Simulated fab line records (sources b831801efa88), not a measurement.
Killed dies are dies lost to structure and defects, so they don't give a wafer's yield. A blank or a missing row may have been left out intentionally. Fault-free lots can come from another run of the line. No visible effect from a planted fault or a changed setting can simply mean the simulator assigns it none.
The tool behind it: which one? :: flow sky130 :: Sampling: 11 lots, 32 wafers, 4 of 708 route steps

WHAT EACH GAUGE READ, for each wafer
SKY_SD_N_RS_MEAS_17: measures by four-point-probe.
lot: L902
measured: day 27 16:05
on: film-metro-04
SD_P_RS (ohm/sq): 147.2 147.2 147.1

lot: L905
measured: day 28 21:14
on: film-metro-03
SD_P_RS (ohm/sq): 147.3 147.3 147.3

lot: L906
measured: day 29 06:31
on: film-metro-02
SD_P_RS (ohm/sq): 147.4 147.2 147.0

lot: L907
measured: day 29 19:55
on: film-metro-03
SD_P_RS (ohm/sq): 147.3 147.7 147.7

lot: L908
measured: day 30 07:07
on: film-metro-04
SD_P_RS (ohm/sq): 147.1 146.8 147.3

lot: L912
measured: day 31 13:10
on: film-metro-04
SD_P_RS (ohm/sq): 147.0 147.4 146.9

lot: L913
measured: day 31 21:44
on: film-metro-03
SD_P_RS (ohm/sq): 147.4 147.8 147.8

lot: L915
measured: day 32 07:44
on: film-metro-02
SD_P_RS (ohm/sq): 147.3 147.4 147.2

lot: L916
measured: day 32 21:23
on: film-metro-02
SD_P_RS (ohm/sq): 147.3 147.2 146.7

lot: L921
measured: day 34 07:16
on: film-metro-04
SD_P_RS (ohm/sq): 147.6 147.5

lot: L924
measured: day 35 08:17
on: film-metro-04
SD_P_RS (ohm/sq): 147.5 147.3 147.5

WHICH TOOL RAN EACH LOT (tool, then ch and the chambers of the sampled wafers, then the start)
lot: L902
SKY_POLY_CUT_STRIP_12: plasma-asher-02 ch 0,1, day 23 22:29
SKY_SD_N_COAT_02: litho-track-01 ch 0, day 27 00:28
SKY_SD_N_STRIP_11: plasma-asher-01 ch 0,1, day 27 15:34

lot: L905
SKY_POLY_CUT_STRIP_12: plasma-asher-01 ch 0,1, day 25 05:11
SKY_SD_N_COAT_02: litho-track-04 ch 0, day 28 05:49
SKY_SD_N_STRIP_11: plasma-asher-04 ch 0,1, day 28 20:44

lot: L906
SKY_POLY_CUT_STRIP_12: plasma-asher-01 ch 0,1, day 25 14:59
SKY_SD_N_COAT_02: litho-track-03 ch 0, day 28 15:26
SKY_SD_N_STRIP_11: plasma-asher-03 ch 0,1, day 29 05:59

lot: L907
SKY_POLY_CUT_STRIP_12: plasma-asher-02 ch 0,1, day 26 04:48
SKY_SD_N_COAT_02: litho-track-04 ch 0, day 29 04:52
SKY_SD_N_STRIP_11: plasma-asher-01 ch 0,1, day 29 19:25

lot: L908
SKY_POLY_CUT_STRIP_12: plasma-asher-02 ch 0,1, day 26 16:04
SKY_SD_N_COAT_02: litho-track-03 ch 0, day 29 15:29
SKY_SD_N_STRIP_11: plasma-asher-04 ch 0,1, day 30 06:35

lot: L912
SKY_POLY_CUT_STRIP_12: plasma-asher-02 ch 0,1, day 27 23:35
SKY_SD_N_COAT_02: litho-track-01 ch 0, day 30 21:41
SKY_SD_N_STRIP_11: plasma-asher-04 ch 0,1, day 31 12:40

lot: L913
SKY_POLY_CUT_STRIP_12: plasma-asher-01 ch 0,1, day 28 09:17
SKY_SD_N_COAT_02: litho-track-03 ch 0, day 31 07:29
SKY_SD_N_STRIP_11: plasma-asher-03 ch 0,1, day 31 21:13

lot: L915
SKY_POLY_CUT_STRIP_12: plasma-asher-01 ch 0,1, day 28 19:38
SKY_SD_N_COAT_02: litho-track-01 ch 0, day 31 17:37
SKY_SD_N_STRIP_11: plasma-asher-03 ch 0,1, day 32 07:13

lot: L916
SKY_POLY_CUT_STRIP_12: plasma-asher-01 ch 0,1, day 29 09:25
SKY_SD_N_COAT_02: litho-track-03 ch 0, day 32 07:00
SKY_SD_N_STRIP_11: plasma-asher-04 ch 0,1, day 32 20:52

lot: L921
SKY_POLY_CUT_STRIP_12: plasma-asher-02 ch 0,1, day 30 21:37
SKY_SD_N_COAT_02: litho-track-03 ch 0, day 33 17:50
SKY_SD_N_STRIP_11: plasma-asher-03 ch 0,1, day 34 06:44

lot: L924
SKY_POLY_CUT_STRIP_12: plasma-asher-01 ch 0,1, day 31 23:01
SKY_SD_N_COAT_02: litho-track-03 ch 0, day 34 17:45
SKY_SD_N_STRIP_11: plasma-asher-01 ch 0,1, day 35 07:47
- SKY_POLY_CUT_STRIP_12: strips in O2/N2.
- SKY_SD_N_COAT_02: resist thk 1140 nm.
- SKY_SD_N_STRIP_11: strips in O2/N2.

WHAT THE TOOLS THEMSELVES READ (means of the sampled wafers that have a number; where no wafer has one, the mark that the record gives instead)
SKY_POLY_CUT_STRIP_12.
lot: L902
tool: plasma-asher-02
chamber-pressure-mTorr (mTorr): 1500.2
drypump-motor-current-A (A): 5.2
oes-product-au (a.u.): 0.449
strip-time-to-endpoint-s (s): 5.360

lot: L905
tool: plasma-asher-01
chamber-pressure-mTorr (mTorr): 1500.3
drypump-motor-current-A (A): 5.5
oes-product-au (a.u.): 0.456
strip-time-to-endpoint-s (s): 5.359

lot: L906
tool: plasma-asher-01
chamber-pressure-mTorr (mTorr): 1499.9
drypump-motor-current-A (A): 5.5
oes-product-au (a.u.): 0.452
strip-time-to-endpoint-s (s): 5.363

lot: L907
tool: plasma-asher-02
chamber-pressure-mTorr (mTorr): 1501.1
drypump-motor-current-A (A): 5.2
oes-product-au (a.u.): 0.452
strip-time-to-endpoint-s (s): 5.363

lot: L908
tool: plasma-asher-02
chamber-pressure-mTorr (mTorr): 1499.3
drypump-motor-current-A (A): 5.6
oes-product-au (a.u.): 0.453
strip-time-to-endpoint-s (s): 5.335

lot: L912
tool: plasma-asher-02
chamber-pressure-mTorr (mTorr): 1498.9
drypump-motor-current-A (A): 5.6
oes-product-au (a.u.): 0.451
strip-time-to-endpoint-s (s): 5.368

lot: L913
tool: plasma-asher-01
chamber-pressure-mTorr (mTorr): 1501.1
drypump-motor-current-A (A): 5.8
oes-product-au (a.u.): 0.454
strip-time-to-endpoint-s (s): 5.349

lot: L915
tool: plasma-asher-01
chamber-pressure-mTorr (mTorr): 1499.3
drypump-motor-current-A (A): 5.5
oes-product-au (a.u.): 0.456
strip-time-to-endpoint-s (s): 5.373

lot: L916
tool: plasma-asher-01
chamber-pressure-mTorr (mTorr): 1500.3
drypump-motor-current-A (A): 5.5
oes-product-au (a.u.): 0.453
strip-time-to-endpoint-s (s): 5.372

lot: L921
tool: plasma-asher-02
chamber-pressure-mTorr (mTorr): 1500.8
drypump-motor-current-A (A): 5.3
oes-product-au (a.u.): 0.448
strip-time-to-endpoint-s (s): 5.361

lot: L924
tool: plasma-asher-01
chamber-pressure-mTorr (mTorr): 1500.3
drypump-motor-current-A (A): 5.8
oes-product-au (a.u.): 0.453
strip-time-to-endpoint-s (s): 5.347

SKY_SD_N_COAT_02.
lot: L902
tool: litho-track-01
resist-line-temp-C (C): 22.85

lot: L905
tool: litho-track-04
resist-line-temp-C (C): 22.88

lot: L906
tool: litho-track-03
resist-line-temp-C (C): 23.06

lot: L907
tool: litho-track-04
resist-line-temp-C (C): 22.88

lot: L908
tool: litho-track-03
resist-line-temp-C (C): 23.09

lot: L912
tool: litho-track-01
resist-line-temp-C (C): 22.88

lot: L913
tool: litho-track-03
resist-line-temp-C (C): 22.97

lot: L915
tool: litho-track-01
resist-line-temp-C (C): 23.09

lot: L916
tool: litho-track-03
resist-line-temp-C (C): 23.01

lot: L921
tool: litho-track-03
resist-line-temp-C (C): 23.08

lot: L924
tool: litho-track-03
resist-line-temp-C (C): 23.14

SKY_SD_N_STRIP_11.
lot: L902
tool: plasma-asher-01
chamber-pressure-mTorr (mTorr): 1500.7
drypump-motor-current-A (A): 5.5
oes-product-au (a.u.): 0.528
strip-time-to-endpoint-s (s): 22.52

lot: L905
tool: plasma-asher-04
chamber-pressure-mTorr (mTorr): 1499.0
drypump-motor-current-A (A): 5.2
oes-product-au (a.u.): 0.527
strip-time-to-endpoint-s (s): 22.51

lot: L906
tool: plasma-asher-03
chamber-pressure-mTorr (mTorr): 1501.1
drypump-motor-current-A (A): 5.9
oes-product-au (a.u.): 0.527
strip-time-to-endpoint-s (s): 22.59

lot: L907
tool: plasma-asher-01
chamber-pressure-mTorr (mTorr): 1499.4
drypump-motor-current-A (A): 5.8
oes-product-au (a.u.): 0.522
strip-time-to-endpoint-s (s): 22.58

lot: L908
tool: plasma-asher-04
chamber-pressure-mTorr (mTorr): 1500.0
drypump-motor-current-A (A): 5.2
oes-product-au (a.u.): 0.527
strip-time-to-endpoint-s (s): 22.55

lot: L912
tool: plasma-asher-04
chamber-pressure-mTorr (mTorr): 1499.6
drypump-motor-current-A (A): 5.4
oes-product-au (a.u.): 0.527
strip-time-to-endpoint-s (s): 22.60

lot: L913
tool: plasma-asher-03
chamber-pressure-mTorr (mTorr): 1499.0
drypump-motor-current-A (A): 5.6
oes-product-au (a.u.): 0.527
strip-time-to-endpoint-s (s): 22.49

lot: L915
tool: plasma-asher-03
chamber-pressure-mTorr (mTorr): 1499.2
drypump-motor-current-A (A): 5.9
oes-product-au (a.u.): 0.524
strip-time-to-endpoint-s (s): 22.59

lot: L916
tool: plasma-asher-04
chamber-pressure-mTorr (mTorr): 1501.3
drypump-motor-current-A (A): 5.4
oes-product-au (a.u.): 0.525
strip-time-to-endpoint-s (s): 22.56

lot: L921
tool: plasma-asher-03
chamber-pressure-mTorr (mTorr): 1499.1
drypump-motor-current-A (A): 5.8
oes-product-au (a.u.): 0.530
strip-time-to-endpoint-s (s): 22.34

lot: L924
tool: plasma-asher-01
chamber-pressure-mTorr (mTorr): 1500.2
drypump-motor-current-A (A): 5.5
oes-product-au (a.u.): 0.523
strip-time-to-endpoint-s (s): 22.46

THE ANSWER, worked out from the rows above alone
Rule: the usual values come from the lots themselves. The widest of any qualifying gaps counts: lots, ordered by their means at a reading, are off when they make up no more than a third of the lots, leave a main group of 4 or more, and stand apart from it by 3 or more times the standard deviation of that group's means. Not used: any main group whose means are identical at the precision the tables above print for the reading. A lot without any number at a reading at which 4 lots or more have one is off too. The other lots that the step has rows for count as sound. First the gauges in route order, then the tools' own readings, where a lot's mean is used as printed above. At the first step where some lot is off, the reading lying furthest off is the one used; lots without a number count as furthest.
Nothing can be told from this: no lot is off at any reading shown.

WHAT WAS PUT IN BY THE SIMULATOR
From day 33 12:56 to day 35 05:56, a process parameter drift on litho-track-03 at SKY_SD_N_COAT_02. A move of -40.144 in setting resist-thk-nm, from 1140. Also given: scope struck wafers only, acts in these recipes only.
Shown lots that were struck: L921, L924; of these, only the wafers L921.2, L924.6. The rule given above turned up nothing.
